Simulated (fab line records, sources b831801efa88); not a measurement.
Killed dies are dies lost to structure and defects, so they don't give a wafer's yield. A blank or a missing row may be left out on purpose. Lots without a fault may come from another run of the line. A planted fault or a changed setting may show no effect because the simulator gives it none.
Problem report in the 8D (eight disciplines) form, filled by code | flow gf180mcu | the parts of the form that need people (team, actions taken, sign-off) are left out

1. THE PROBLEM
CONTACT_W_RS at GF_CONTACT_RS_MEAS_25 reads a mean of 0.247 ohm/sq on 5 wafers of 3 lots; wafers without a fault read 0.385 ohm/sq with a standard deviation of 0.0035. That is -39 standard deviations from the usual mean.
The step: measures by four-point-probe.
First seen on wafer L476.1, day 20 11:28, on film_metro-02. The record holds 34 wafers of 12 lots with a number at this step. Rule for "out", or "out of limits": more than 4 standard deviations from the usual mean. The other wafers with a number count as sound.

2. WHAT IT IS AND WHAT IT IS NOT
question                    | is                                     | is not
which readings at this step | CONTACT_W_RS                           | -
which lots                  | L476, L477, L478                       | L466, L469, L470, L471, L472, L485, L486, L487, L488
which wafers of those lots  | L476.1, L476.5, L477.1, L477.5, L478.5 | L476.2, L478.4
read on which gauges        | film_metro-01, film_metro-02           | -
when                        | from day 20 11:28                      | up to then (16 sound wafers); but 13 sound wafers of L478, L485, L486, L487, L488 came after

3. SUSPECTS, AND WHAT RULES EACH OUT
Counting: a tool at a process step up to the reading stays a suspect if it ran every lot that is out. Sound lots after the first of them don't rule it out here, since some wafers of a struck lot are sound.
- the gauge at GF_CONTACT_RS_MEAS_25: ruled out. The wafers that are out were read on 2 gauges (film_metro-01, film_metro-02).
- cvd_w-01 at GF_CONTACT_CVD_24 (deposits W, target thk 300 nm, time 90.339 s): kept. It ran every lot that is out, first L476 (day 20 11:22); its last sound lot up to then is L471 (day 18 06:36).
Left after counting: cvd_w-01 at GF_CONTACT_CVD_24.

4. THE CAUSE (what the simulator had put in)
Process parameter drift: cvd_w-01, from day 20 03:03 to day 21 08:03, at GF_CONTACT_CVD_24. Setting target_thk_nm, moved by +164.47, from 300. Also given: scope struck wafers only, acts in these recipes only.
Counting left only this tool.

5. THE CHAIN OF EFFECTS, in route order
Each row: a reading whose mean over the struck wafers that have a number lies more than 3 standard deviations from the usual. Only readings for which the record gives a usual standard deviation are gone through. hours: the time from each lot's start at the first step in this table that gives one to its start at this step, as a median over the lots. sigmas: the change in usual standard deviations.
hours | step                   | reading            | usual        | on struck wafers | change | sigmas
0     | GF_CONTACT_RS_MEAS_25  | CONTACT_W_RS       | 0.385 ohm/sq | 0.247            | -0.138 | -39
0     | GF_CONTACT_THK_MEAS_26 | CONTACT_W_THK      | 303 nm       | 475              | +172   | +49
0     | GF_CONTACT_CMP_27      | time_to_endpoint_s | 72.7 s       | 110.2            | +37.5  | +18
The process steps in it:
- GF_CONTACT_CMP_27: polishes, stops on SiO2, t overpolish 15 s, target thk 0 nm.

6. WHAT WOULD HAVE CAUGHT IT SOONER
In this record the first reading out of limits at a measuring or inspecting step was taken at day 20 11:28, 8 hours after the fault began at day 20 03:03.
Of the tool readings at GF_CONTACT_CVD_24 for which the record gives a usual standard deviation, none was out on any struck wafer, so an alarm limit of 4 standard deviations on them would not have fired.
Of the lots that are out (3), L477, L478 began GF_CONTACT_CVD_24 on cvd_w-01 after day 20 11:28. A hold on the tool at that time would have spared those 2.
